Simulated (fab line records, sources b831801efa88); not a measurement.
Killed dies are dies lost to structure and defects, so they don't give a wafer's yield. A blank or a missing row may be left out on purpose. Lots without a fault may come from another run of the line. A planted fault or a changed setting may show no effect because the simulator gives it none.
Chamber matching | flow sky130 | SKY_CAP2M_CVD_00 on pecvd-03: 3 sister chambers
The step deposits SiO2, target thk 15.5 nm. 3 wafers are shown with their chamber, then 8 later ones without.

WAFERS WITH THEIR CHAMBER
wafer  | chamber | heater_power_w (W)
L087.1 | 1       | 568
L087.2 | 2       | 703
L087.4 | 0       | 575

WAFERS WITHOUT THEIR CHAMBER
wafer  | heater_power_w (W)
L087.5 | 570
L087.6 | 693
L090.1 | 643
L090.2 | 652
L090.3 | 516
L090.4 | 658
L090.5 | 534
L090.6 | 662

WHICH CHAMBER EACH WENT THROUGH
wafer  | from the rows above          | in truth
L087.5 | can't be placed: 1 or 0      | 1
L087.6 | 2                            | 2
L090.1 | can't be placed: 2 or 0 or 1 | 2
L090.2 | can't be placed: 2 or 0 or 1 | 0
L090.3 | can't be placed: 1 or 0      | 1
L090.4 | can't be placed: 2 or 0 or 1 | 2
L090.5 | can't be placed: 1 or 0      | 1
L090.6 | can't be placed: 2 or 0 or 1 | 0
Placed correctly: 1 of 8. Can't be placed from these rows: 7 (the true chamber is among the candidates in 7). Placed wrongly: 0.
How it was worked out, from the rows above alone: a wafer's distance from a chamber is the root of the sum, over the readings, of the square of ((its reading less the chamber's mean) divided by the reading's scatter). The wafer belongs to the nearest chamber; if the next one is less than 2 further off, it can't be placed. A chamber's mean is the mean of its shown wafers. The scatter: with one shown wafer a chamber, the root of the mean of the squares of how far each hidden wafer lies from its nearest shown one.
